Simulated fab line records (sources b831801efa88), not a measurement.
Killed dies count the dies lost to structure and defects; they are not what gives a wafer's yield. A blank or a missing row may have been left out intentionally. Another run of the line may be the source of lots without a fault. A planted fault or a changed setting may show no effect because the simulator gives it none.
The tool behind it: which one? + flow gf180mcu + 21 wafers from 7 lots sampled at 4 of the route's 602 steps

## WHAT THE GAUGES READ, wafer by wafer
GF_DNWELL_TW_MEAS_09.
| lot  | measured    | on            | DNWELL_TW      |
|------|-------------|---------------|----------------|
| L493 | day 3 05:58 | film_metro-01 | 30 30 30       |
| L499 | day 4 14:00 | film_metro-01 | 1333 1325 1330 |
| L505 | day 5 22:07 | film_metro-04 | 1332 1337 1342 |
| L508 | day 6 14:46 | film_metro-04 | 1338 1336 1344 |
| L510 | day 7 01:05 | film_metro-04 | 1348 1349 1346 |
| L512 | day 7 09:11 | film_metro-03 | 1367 1373 1371 |
| L514 | day 7 21:51 | film_metro-01 | 1332 1335 1333 |

## EACH LOT AND THE TOOL THAT RAN IT (in order: tool; ch and the chambers of the sampled wafers; start)
| lot  | GF_STI_ETCH_14                  | GF_STI_CMP_25                | GF_DNWELL_DEVELOP_06             |
|------|---------------------------------|------------------------------|----------------------------------|
| L493 | rie_si-01 ch 0,1,2, day 2 12:54 | cmp-01 ch 0,1,2, day 2 15:19 | litho_track-01, day 3 05:00      |
| L499 | rie_si-02 ch 0,1,3, day 3 19:41 | cmp-02 ch 2,3, day 3 22:01   | litho_track-03 ch 0, day 4 13:00 |
| L505 | rie_si-01 ch 0,1,3, day 5 02:05 | cmp-01 ch 1,3, day 5 04:41   | litho_track-03 ch 0, day 5 21:00 |
| L508 | rie_si-01 ch 0,1,3, day 5 19:30 | cmp-01 ch 0,1,2, day 5 22:03 | litho_track-03 ch 0, day 6 14:00 |
| L510 | rie_si-01 ch 0,1, day 6 04:30   | cmp-01 ch 1,2,3, day 6 07:02 | litho_track-04 ch 0, day 7 00:00 |
| L512 | rie_si-01 ch 2,3, day 6 13:18   | cmp-01 ch 1,2, day 6 15:11   | litho_track-04 ch 0, day 7 08:00 |
| L514 | rie_si-01 ch 0,2,3, day 7 00:51 | cmp-01 ch 1,3, day 7 03:15   | litho_track-01 ch 0, day 7 21:00 |
- GF_STI_ETCH_14: etches Si in HBr/Cl2/O2, target depth 360 nm, time 102.9 s.
- GF_STI_CMP_25: polishes, stops on Si3N4, t overpolish 33 s, target thk 524.6 nm.
- GF_DNWELL_DEVELOP_06: develop time 60 s.

## THE ANSWER, worked out from the rows above alone
Rule: the usual values come from the lots themselves. Put in order of their means at a reading, lots are off if they are a third of the lots or fewer, leave a main group of 4 or more, and stand apart from it by a gap of 3 or more times the standard deviation of the main group's means; of several such gaps the widest counts. A main group is skipped when, at the precision printed for the reading in the tables above, its means are all equal. A lot without any number at a reading at which 4 lots or more have one is off too. All remaining lots with rows at the step are treated as sound.
Off: L493, seen at GF_DNWELL_TW_MEAS_09 (DNWELL_TW). The main group has a mean of 1343 with a standard deviation of 14.
If a tool, at a process step before that reading, ran all the lots that are off and no sound lot after the first of them, it fits. Gauges at GF_DNWELL_TW_MEAS_09: tried the same way as those tools. Not one of the candidates tried fits.

## WHAT THE SIMULATOR HAD INSERTED
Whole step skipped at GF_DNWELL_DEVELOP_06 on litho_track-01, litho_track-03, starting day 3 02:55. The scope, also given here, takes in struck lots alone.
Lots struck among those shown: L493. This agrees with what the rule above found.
